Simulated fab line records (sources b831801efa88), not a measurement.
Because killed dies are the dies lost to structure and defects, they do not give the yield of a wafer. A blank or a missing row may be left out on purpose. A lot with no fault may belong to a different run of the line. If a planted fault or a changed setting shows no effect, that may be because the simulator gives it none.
The tool behind it: which one?	flow gf180mcu	13 lots, 39 wafers sampled, at 5 steps of a route of 602

WHAT THE GAUGES READ, wafer by wafer
GF_PSD_OVL_MEAS_08. Usual: PSD_OVL -1.3 nm, standard deviation 1.3.
lot	measured	on	PSD_OVL (nm)	flag
L840	day 15 00:09	overlay-02	-1.6 -0.3 -1.1	
L841	day 15 05:57	overlay-02	-1.2 -1.2 -1.2	
L842	day 15 14:56	overlay-02	-2.0 -2.4 -2.2	
L843	day 15 22:29	overlay-01	-1.1 -1.6 -2.2	
L845	day 16 17:56	overlay-02	-1.5 0.3 -3.3	
L846	day 17 00:00	overlay-02	-2.5 -3.0 -3.1	
L847	day 17 05:56	overlay-01	-4.7 -4.6 -4.0	
L848	day 17 19:15	overlay-01	-0.3 0.2 -0.9	
L852	day 19 04:50	overlay-01	1.8 0.5 -0.5	
L853	day 19 12:22	overlay-02	-1.2 -2.2 -0.6	
L854	day 19 20:49	overlay-01	-0.6 1.0 -0.7	
L855	day 20 06:48	overlay-02	0.1 1.0 -1.1	
L856	day 20 15:05	overlay-02	-2.9 -3.1 -1.3	

GF_CONTACT_THK_MEAS_01. Usual: CONTACT_CVD_00_THK 301 nm, standard deviation 3.4.
lot	measured	on	CONTACT_CVD_00_THK (nm)	flag
L840	day 15 23:46	film metro-03	301 301 296	
L841	day 16 05:49	film metro-04	301 299 301	
L842	day 16 15:13	film metro-02	299 298 300	
L843	day 16 23:14	film metro-03	307 305 304	
L845	day 17 19:54	film metro-04	298 297 300	
L846	day 18 01:18	film metro-04	301 298 295	
L847	day 18 07:21	film metro-03	303 302 302	
L848	day 18 21:17	film metro-04	295 301 299	
L852	day 20 06:35	film metro-02	298 300 306	
L853	day 20 14:47	film metro-04	303 308 302	
L854	day 20 23:35	film metro-04	452 453 454	OFF
L855	day 21 09:16	film metro-03	457 453 452	OFF
L856	day 21 16:46	film metro-04	301 304 305	

GF_CONTACT_CD_MEAS_14: target cd 220 nm. Usual: cd nm reads 220.3 nm (standard deviation 1.7).
lot	measured	on	cd nm (nm)	flag
L840	day 16 23:15	cd sem-01	220.6 219.7 220.6	
L841	day 17 05:50	cd sem-02	220.6 220.8 224.0	
L842	day 17 15:41	cd sem-02	221.7 222.1 221.6	
L843	day 17 23:51	cd sem-02	218.3 218.9 218.1	
L845	day 18 21:17	cd sem-02	218.4 217.9 217.5	
L846	day 19 02:23	cd sem-01	219.8 220.1 220.4	
L847	day 19 09:40	cd sem-02	219.2 218.6 221.3	
L848	day 19 22:23	cd sem-02	223.5 222.0 225.4	
L852	day 21 08:32	cd sem-02	223.0 221.3 222.8	
L853	day 21 16:02	cd sem-02	219.3 219.5 218.6	
L854	day 22 00:13	cd sem-01	219.4 218.8 218.4	
L855	day 22 10:10	cd sem-01	216.4 216.8 217.6	
L856	day 22 16:44	cd sem-01	218.8 218.2 219.2	

EACH LOT AND THE TOOL THAT RAN IT (in order: tool; ch and the chambers of the sampled wafers; start)
lot	GF_SALICIDE_SPUTTER_03	GF_CONTACT_CVD_00
L840	pvd sputter-01, day 15 23:13	hdpcvd-01 ch 0,1, day 15 23:43
L841	pvd sputter-01, day 16 05:16	hdpcvd-01 ch 0,2, day 16 05:46
L842	pvd sputter-02, day 16 14:41	hdpcvd-01 ch 0,1,2, day 16 15:11
L843	pvd sputter-04, day 16 22:41	hdpcvd-01 ch 0,2, day 16 23:11
L845	pvd sputter-02, day 17 19:20	hdpcvd-02 ch 0,1,2, day 17 19:50
L846	pvd sputter-01, day 18 00:45	hdpcvd-02 ch 1,2, day 18 01:15
L847	pvd sputter-02, day 18 06:47	hdpcvd-02 ch 0,2, day 18 07:17
L848	pvd sputter-04, day 18 20:45	hdpcvd-01 ch 0,2, day 18 21:14
L852	pvd sputter-02, day 20 06:01	hdpcvd-02 ch 0,1,2, day 20 06:31
L853	pvd sputter-01, day 20 14:14	hdpcvd-02 ch 0,2, day 20 14:44
L854	pvd sputter-04, day 20 23:02	hdpcvd-02 ch 0,2, day 20 23:31
L855	pvd sputter-04, day 21 08:43	hdpcvd-02 ch 0,2, day 21 09:13
L856	pvd sputter-01, day 21 16:11	hdpcvd-01 ch 0,1,2, day 21 16:41
- GF_SALICIDE_SPUTTER_03: material TiN, target thk 20 nm, time 16.7 s.
- GF_CONTACT_CVD_00: deposits SiO2, target thk 300 nm, time 50 s.

WHAT THE TOOLS THEMSELVES READ (means of the sampled wafers that have a number; where no wafer has one, the mark that the record gives instead)
GF_SALICIDE_SPUTTER_03. Usual: throttle valve pct reads 29.9 % (standard deviation 0.85).
lot	tool	throttle valve pct (%)	flag
L840	pvd sputter-01	29.7	
L841	pvd sputter-01	29.3	
L842	pvd sputter-02	29.7	
L843	pvd sputter-04	29.5	
L845	pvd sputter-02	29.5	
L846	pvd sputter-01	30.3	
L847	pvd sputter-02	29.4	
L848	pvd sputter-04	29.3	
L852	pvd sputter-02	29.6	
L853	pvd sputter-01	29.9	
L854	pvd sputter-04	30.0	
L855	pvd sputter-04	30.0	
L856	pvd sputter-01	29.8	

GF_CONTACT_CVD_00. Usual: sih4 flow sccm 60.00 sccm, standard deviation 0.19; susceptor temp C 400.00 C, standard deviation 0.22.
lot	tool	sih4 flow sccm (sccm)	susceptor temp C (C)	flag
L840	hdpcvd-01	59.92	399.86	
L841	hdpcvd-01	60.12	399.73	
L842	hdpcvd-01	59.97	400.09	
L843	hdpcvd-01	59.92	400.20	
L845	hdpcvd-02	59.98	400.09	
L846	hdpcvd-02	60.03	400.03	
L847	hdpcvd-02	59.92	400.05	
L848	hdpcvd-01	59.92	399.95	
L852	hdpcvd-02	59.81	400.03	
L853	hdpcvd-02	59.84	399.98	
L854	hdpcvd-02	90.08	400.18	OFF
L855	hdpcvd-02	90.34	400.20	OFF
L856	hdpcvd-01	60.08	399.91	

THE ANSWER, worked out from the rows above alone
Rule: lot off if the mean of its wafers having a number is beyond 3 standard deviations from the usual mean. Also off: a lot with no number at a reading for which 4 or more lots have one. The other lots that the step has rows for count as sound. First the gauges in route order, then the tools' own readings, where a lot's mean is used as printed above. At the first step where some lot is off, the reading lying furthest off is the one used; lots without a number count as furthest.
Off: L854, L855, seen at GF_CONTACT_THK_MEAS_01 (CONTACT_CVD_00_THK).
A tool fits if, at a process step before that reading, it ran every lot that is off, and no sound lot after the first of them. The gauges at GF_CONTACT_THK_MEAS_01 aren't tried: what is off there is off at GF_CONTACT_CVD_00 too, on other tools, and a gauge's error can't cause that. Can't be told from this: 2 tools fit, pvd sputter-04 at GF_SALICIDE_SPUTTER_03, hdpcvd-02 at GF_CONTACT_CVD_00.

WHAT HAD BEEN PUT IN BY THE SIMULATOR
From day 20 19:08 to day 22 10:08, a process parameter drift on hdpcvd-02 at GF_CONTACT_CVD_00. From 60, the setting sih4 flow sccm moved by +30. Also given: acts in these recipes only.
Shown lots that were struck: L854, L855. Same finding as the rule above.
